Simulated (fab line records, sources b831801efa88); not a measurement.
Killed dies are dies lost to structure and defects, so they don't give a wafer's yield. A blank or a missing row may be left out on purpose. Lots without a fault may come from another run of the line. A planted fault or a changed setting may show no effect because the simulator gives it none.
Which tool did it? | flow sky130 | 12 lots, 36 wafers sampled, at 3 steps of a route of 708

WHAT THE GAUGES READ, wafer by wafer
SKY_VIA2_OVL_MEAS_13.
lot  | measured     | on         | VIA2_OVL (nm)
L075 | day 37 15:16 | overlay-02 | -1 -3 -4
L077 | day 38 01:19 | overlay-01 | 5 4 4
L079 | day 39 02:19 | overlay-01 | 4 5 -2
L081 | day 39 11:23 | overlay-01 | 9 4 4
L083 | day 40 04:28 | overlay-01 | 3 5 2
L085 | day 40 10:34 | overlay-02 | 2 -8 -1
L088 | day 41 07:04 | overlay-01 | 9 9 5
L089 | day 41 09:28 | overlay-01 | -1 -7 -9
L091 | day 41 22:41 | overlay-01 | 3 2 -3
L093 | day 42 12:41 | overlay-02 | -6 -4 -2
L095 | day 42 22:28 | overlay-01 | -3 -9 2
L097 | day 43 16:22 | overlay-02 | -8 -5 1

WHICH TOOL RAN EACH LOT (tool, then ch and the chambers of the sampled wafers, then the start)
lot  | SKY_VIA1_ETCH_15                   | SKY_METAL2_SPUTTER_02
L075 | rie_diel-02 ch 0,1,3, day 35 03:04 | pvd_sputter-02, day 35 08:16
L077 | rie_diel-04 ch 0,2,3, day 35 16:23 | pvd_sputter-01, day 35 17:43
L079 | rie_diel-03 ch 0,1, day 36 17:53   | pvd_sputter-02, day 36 19:21
L081 | rie_diel-03 ch 1,2,3, day 37 03:29 | pvd_sputter-02, day 37 04:49
L083 | rie_diel-02 ch 0,1,3, day 37 20:53 | pvd_sputter-02, day 37 22:13
L085 | rie_diel-03 ch 0,2, day 38 04:20   | pvd_sputter-01, day 38 05:40
L088 | rie_diel-04 ch 0,2,3, day 39 00:41 | pvd_sputter-03, day 39 02:02
L089 | rie_diel-02 ch 1,2, day 39 02:50   | pvd_sputter-02, day 39 05:15
L091 | rie_diel-03 ch 0,2,3, day 39 17:17 | pvd_sputter-01, day 39 18:39
L093 | rie_diel-02 ch 0,2,3, day 40 07:26 | pvd_sputter-03, day 40 08:46
L095 | rie_diel-03 ch 0,2, day 40 18:53   | pvd_sputter-01, day 40 20:13
L097 | rie_diel-04 ch 2,3, day 41 12:13   | pvd_sputter-01, day 41 14:01
- SKY_VIA1_ETCH_15: etches SiO2 in C4F8/O2/Ar, stops on TiN, target depth 351 nm, time 54 s.
- SKY_METAL2_SPUTTER_02: material AlCu, target thk 250 nm, time 13.3 s.

THE ANSWER, worked out from the rows above alone
Rule: what is usual is taken from the lots themselves. Put in order of their means at a reading, lots are off if they are a third of the lots or fewer, leave a main group of 4 or more, and stand apart from it by a gap of 3 or more times the standard deviation of the main group's means; of several such gaps the widest counts. A main group whose means are all the same, to the digits that the tables above print for the reading, isn't used. A lot without any number at a reading at which 4 lots or more have one is off too. The other lots that the step has rows for count as sound.
No lot is off at any reading shown: from this, nothing can be told.

WHAT THE SIMULATOR HAD PUT IN
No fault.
